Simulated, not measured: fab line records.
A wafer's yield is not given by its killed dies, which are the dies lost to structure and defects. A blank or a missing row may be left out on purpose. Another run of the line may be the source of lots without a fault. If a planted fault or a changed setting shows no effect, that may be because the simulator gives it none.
Which tool was responsible? | flow sky130 | 12 lots, 36 wafers sampled, at 5 steps of a route of 708

## WHAT EACH GAUGE READ, for each wafer
Not one reading of a measure or inspect step in the record can be checked against a usual standard deviation.

## WHICH TOOL RAN EACH LOT (tool, then ch and the chambers of the sampled wafers, then the start)
lot  | SKY_METAL3_SPUTTER_04       | SKY_CAPM_CVD_00                 | SKY_VIA3_ETCH_14                  | SKY_METAL4_SPUTTER_02       | SKY_PAD_OPEN_PROBE_99
L338 | pvdSputter-04, day 36 11:02 | pecvd-04 ch 0,1,2, day 36 11:06 | rieDiel-02 ch 0,1,2, day 39 17:11 | pvdSputter-03, day 39 18:34 | -
L340 | pvdSputter-04, day 36 20:16 | pecvd-02 ch 0,1, day 36 20:19   | rieDiel-04 ch 0,1, day 40 01:44   | pvdSputter-04, day 40 03:09 | -
L341 | pvdSputter-01, day 38 02:07 | pecvd-01 ch 0,1, day 38 02:10   | rieDiel-02 ch 1,2,3, day 41 06:01 | pvdSputter-04, day 41 07:34 | -
L344 | pvdSputter-01, day 38 18:51 | pecvd-02 ch 0,2, day 38 18:54   | rieDiel-04 ch 1,2,3, day 41 22:31 | pvdSputter-03, day 41 23:56 | -
L345 | pvdSputter-02, day 38 23:13 | pecvd-04 ch 0,1, day 38 23:16   | rieDiel-01 ch 2,3, day 42 02:01   | pvdSputter-02, day 42 03:26 | -
L346 | pvdSputter-02, day 39 07:01 | pecvd-04 ch 0,1, day 39 07:04   | rieDiel-02 ch 1,2,3, day 42 09:31 | pvdSputter-04, day 42 11:25 | -
L350 | pvdSputter-02, day 40 04:11 | pecvd-01 ch 0,2, day 40 04:14   | rieDiel-01 ch 2,3, day 43 05:52   | pvdSputter-02, day 43 07:16 | -
L349 | pvdSputter-01, day 40 10:21 | pecvd-04 ch 0,1,2, day 40 10:24 | rieDiel-02 ch 1,2, day 43 10:59   | pvdSputter-02, day 43 12:24 | -
L351 | pvdSputter-02, day 40 18:43 | pecvd-02 ch 0,2, day 40 18:46   | rieDiel-02 ch 0,2,3, day 43 18:10 | pvdSputter-03, day 43 19:38 | prober-02, day 49 04:20
L356 | pvdSputter-02, day 41 19:20 | pecvd-04 ch 0,1, day 41 19:23   | rieDiel-01 ch 0,1,2, day 44 16:43 | pvdSputter-04, day 44 18:16 | prober-02, day 49 22:17
L357 | pvdSputter-01, day 41 23:17 | pecvd-02 ch 0,1,2, day 41 23:20 | rieDiel-02 ch 1,2,3, day 44 21:07 | pvdSputter-02, day 44 22:31 | -
L360 | pvdSputter-01, day 43 08:47 | pecvd-02 ch 0,1, day 43 08:49   | rieDiel-02 ch 2,3, day 46 04:13   | pvdSputter-03, day 46 05:58 | -
- SKY_METAL3_SPUTTER_04: material TiN, target thk 70 nm, time 58.3 s.
- SKY_CAPM_CVD_00: deposits SiO2, target thk 15.5 nm.
- SKY_VIA3_ETCH_14: etches BARC in N2/H2, stops on SiO2, time 45.9 s, target depth 60 nm.
- SKY_METAL4_SPUTTER_02: material AlCu, target thk 735 nm, time 39.1 s.
- SKY_PAD_OPEN_PROBE_99

## AS READ BY THE TOOLS THEMSELVES (means over the sampled wafers that have a number; for cases with no such wafer, the mark the record gives instead)
SKY_METAL3_SPUTTER_04. Usual: throttleValvePct at 30.4 %, with a standard deviation of 1.1.
lot  | tool          | throttleValvePct (%) | flag
L338 | pvdSputter-04 | 30.5                 | 
L340 | pvdSputter-04 | 31.0                 | 
L341 | pvdSputter-01 | 29.9                 | 
L344 | pvdSputter-01 | 29.5                 | 
L345 | pvdSputter-02 | 30.8                 | 
L346 | pvdSputter-02 | 30.4                 | 
L350 | pvdSputter-02 | 31.0                 | 
L349 | pvdSputter-01 | 29.8                 | 
L351 | pvdSputter-02 | 30.5                 | 
L356 | pvdSputter-02 | 31.3                 | 
L357 | pvdSputter-01 | 29.5                 | 
L360 | pvdSputter-01 | 29.5                 | 

SKY_CAPM_CVD_00. Usual: heaterPowerW at 713 W, with a standard deviation of 99.
lot  | tool     | heaterPowerW (W) | flag
L338 | pecvd-04 | 794              | 
L340 | pecvd-02 | 660              | 
L341 | pecvd-01 | 732              | 
L344 | pecvd-02 | 705              | 
L345 | pecvd-04 | 694              | 
L346 | pecvd-04 | 705              | 
L350 | pecvd-01 | 752              | 
L349 | pecvd-04 | 761              | 
L351 | pecvd-02 | 708              | 
L356 | pecvd-04 | 764              | 
L357 | pecvd-02 | 677              | 
L360 | pecvd-02 | 660              | 

SKY_VIA3_ETCH_14. Usual: drypumpMotorCurrentA 5.5 A, standard deviation 0.51; oesProductAu 0.855 a.u., standard deviation 0.0047; throttleValvePct 13.224 %, standard deviation 0.0094.
lot  | tool       | drypumpMotorCurrentA (A) | oesProductAu (a.u.) | throttleValvePct (%) | flag
L338 | rieDiel-02 | 5.5                      | 0.852               | 13.219               | 
L340 | rieDiel-04 | 5.2                      | 0.849               | 13.225               | 
L341 | rieDiel-02 | 5.3                      | 0.856               | 13.238               | 
L344 | rieDiel-04 | 5.4                      | 0.855               | 13.221               | 
L345 | rieDiel-01 | 6.0                      | 0.859               | 13.224               | 
L346 | rieDiel-02 | 5.3                      | 0.854               | 13.226               | 
L350 | rieDiel-01 | 6.0                      | 0.854               | 13.219               | 
L349 | rieDiel-02 | 5.4                      | 0.859               | 13.226               | 
L351 | rieDiel-02 | 5.5                      | 0.856               | 13.220               | 
L356 | rieDiel-01 | 5.9                      | 0.856               | 13.232               | 
L357 | rieDiel-02 | 5.3                      | 0.856               | 13.215               | 
L360 | rieDiel-02 | 5.4                      | 0.858               | 13.222               | 

SKY_METAL4_SPUTTER_02. Usual: throttleValvePct at 30.5 %, with a standard deviation of 1.1.
lot  | tool          | throttleValvePct (%) | flag
L338 | pvdSputter-03 | 29.1                 | 
L340 | pvdSputter-04 | 30.5                 | 
L341 | pvdSputter-04 | 31.6                 | 
L344 | pvdSputter-03 | 29.2                 | 
L345 | pvdSputter-02 | 30.4                 | 
L346 | pvdSputter-04 | 31.0                 | 
L350 | pvdSputter-02 | 30.6                 | 
L349 | pvdSputter-02 | 30.8                 | 
L351 | pvdSputter-03 | 29.5                 | 
L356 | pvdSputter-04 | 31.3                 | 
L357 | pvdSputter-02 | 30.8                 | 
L360 | pvdSputter-03 | 29.1                 | 

SKY_PAD_OPEN_PROBE_99. Usual: defectLimitedYield 82.6 %, standard deviation 1.7; killed_at_M0_to_M3 42, standard deviation 6.4; killed_at_M4_up 3.2, standard deviation 1.9; killedAtContacts 24, standard deviation 4.8; killedAtFrontEnd 16, standard deviation 4.4; killedAtOther 0.3, standard deviation 0.55; killedDies 86, standard deviation 8.6; killedOpen 46, standard deviation 6.6; killedShort 39, standard deviation 5.7; sort_bin_3_pad_short 0.8 %, standard deviation 0.41; sort_bin_5_function 10.3 %, standard deviation 1.5; sort_bin_6_memory 6.3 %, standard deviation 1; sortNPass 406, standard deviation 8.6; sortYieldPct 82.6 %, standard deviation 1.7.
lot  | tool      | defectLimitedYield (%) | killed_at_M0_to_M3 | killed_at_M4_up | killedAtContacts | killedAtFrontEnd | killedAtOther | killedDies | killedOpen | killedShort | sort_bin_3_pad_short (%) | sort_bin_5_function (%) | sort_bin_6_memory (%) | sortNPass | sortYieldPct (%) | flag
L351 | prober-02 | 70.9                   | 104                | 5.0             | 21               | 14               | 0.0           | 143        | 38         | 40          | 5.6                      | 17.3                    | 6.2                   | 349       | 70.9             | OFF
L356 | prober-02 | 72.0                   | 99                 | 1.7             | 21               | 15               | 0.7           | 138        | 39         | 33          | 5.7                      | 14.7                    | 7.6                   | 354       | 72.0             | OFF

## THE ANSWER, worked out from the rows above alone
Rule: a lot counts as off when the mean over its wafers that have a number is more than 3 standard deviations away from the usual mean. A lot without any number at a reading at which 4 lots or more have one is off too. Where the step has rows for the other lots, those lots are counted as sound. Order of review: gauges by route order, followed by the tools' own readings, for which a lot's mean as printed above is used. At the first step where some lot is off, the reading lying furthest off is the one used; lots without a number count as furthest.
Off, at SKY_PAD_OPEN_PROBE_99 on sort_bin_3_pad_short: L351, L356. Neither off nor sound, because the step has no rows for them: L338, L340, L341, L344, L345, L346, L350, L349, L357, L360.
A tool fits if, at that step or a process step before it, it ran every lot that is off, and no sound lot after the first of them. Can't be told from this: 2 tools fit, pvdSputter-02 at SKY_METAL3_SPUTTER_04, prober-02 at SKY_PAD_OPEN_PROBE_99.

## WHAT THE SIMULATOR HAD INSERTED
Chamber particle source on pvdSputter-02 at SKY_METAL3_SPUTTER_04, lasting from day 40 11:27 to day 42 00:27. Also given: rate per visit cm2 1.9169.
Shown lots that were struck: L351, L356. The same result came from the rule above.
